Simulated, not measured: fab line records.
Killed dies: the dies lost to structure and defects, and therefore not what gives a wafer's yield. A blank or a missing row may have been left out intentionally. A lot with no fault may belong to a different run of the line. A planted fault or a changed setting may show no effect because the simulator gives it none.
Which tool is to blame? | flow gf180mcu | 11 lots, 33 wafers sampled, at 3 steps of a route of 602

WHAT THE GAUGES SHOWED, per wafer
GF_CONTACT_RS_MEAS_25: the measuring method here is four-point-probe.
lot  | measured     | on            | CONTACT_W_RS (ohm/sq)
L165 | day 16 02:45 | film metro-04 | 0.388 0.383 0.389
L169 | day 17 23:58 | film metro-03 | 0.390 0.389 0.388
L170 | day 18 06:42 | film metro-03 | 0.388 0.393 0.386
L171 | day 18 20:56 | film metro-04 | 0.387 0.392 0.382
L173 | day 19 13:05 | film metro-03 | 0.384 0.383 0.587
L175 | day 20 03:41 | film metro-02 | 0.575 0.381 0.586
L184 | day 23 07:32 | film metro-02 | 0.385 0.387 0.378
L185 | day 23 12:28 | film metro-03 | 0.374 0.388 0.373
L186 | day 23 22:30 | film metro-02 | 0.385 0.378 0.386
L187 | day 24 05:10 | film metro-04 | 0.394 0.392 0.391
L188 | day 24 14:25 | film metro-03 | 0.382 0.393 0.390

WHICH TOOL RAN EACH LOT (tool, then ch and the chambers of the sampled wafers, then the start)
lot  | GF_CONTACT_STRIP_18                  | GF_CONTACT_CVD_24
L165 | plasma asher-03 ch 0,1, day 16 02:14 | cvd w-02 ch 0,1, day 16 02:38
L169 | plasma asher-03 ch 0,1, day 17 23:25 | cvd w-01 ch 0, day 17 23:51
L170 | plasma asher-01 ch 0,1, day 18 06:10 | cvd w-01 ch 0,1, day 18 06:36
L171 | plasma asher-01 ch 0,1, day 18 20:25 | cvd w-02 ch 0,1, day 18 20:49
L173 | plasma asher-04 ch 0,1, day 19 12:34 | cvd w-02 ch 0,1, day 19 12:58
L175 | plasma asher-03 ch 0,1, day 20 03:10 | cvd w-02 ch 0,1, day 20 03:35
L184 | plasma asher-04 ch 0,1, day 23 07:02 | cvd w-02 ch 0,1, day 23 07:26
L185 | plasma asher-04 ch 0,1, day 23 11:57 | cvd w-02 ch 0,1, day 23 12:21
L186 | plasma asher-04 ch 0,1, day 23 21:59 | cvd w-02 ch 0,1, day 23 22:23
L187 | plasma asher-01 ch 0,1, day 24 04:40 | cvd w-01 ch 0, day 24 05:04
L188 | plasma asher-03 ch 0,1, day 24 13:55 | cvd w-01 ch 0,1, day 24 14:19
- GF_CONTACT_STRIP_18: strips in O2/N2.
- GF_CONTACT_CVD_24: deposits W, target thk 300 nm, time 90.339 s.

THE ANSWER, worked out from the rows above alone
Rule: usual is defined by the lots themselves. The widest of any qualifying gaps counts: lots, ordered by their means at a reading, are off when they make up no more than a third of the lots, leave a main group of 4 or more, and stand apart from it by 3 or more times the standard deviation of that group's means. A main group whose means are all the same, to the digits that the tables above print for the reading, isn't used. Also off: a lot with no number at a reading for which 4 or more lots have one. Where the step has rows for the other lots, those lots are counted as sound.
Off: L173, L175, seen at GF_CONTACT_RS_MEAS_25 (CONTACT_W_RS). Main group: mean 0.386 ohm/sq, sd 0.0039.
A tool fits if, at a process step before that reading, it ran every lot that is off, and no sound lot after the first of them. The gauges at GF_CONTACT_RS_MEAS_25 are tried like those tools. Not one of the candidates tried fits.

WHAT HAD BEEN PUT IN BY THE SIMULATOR
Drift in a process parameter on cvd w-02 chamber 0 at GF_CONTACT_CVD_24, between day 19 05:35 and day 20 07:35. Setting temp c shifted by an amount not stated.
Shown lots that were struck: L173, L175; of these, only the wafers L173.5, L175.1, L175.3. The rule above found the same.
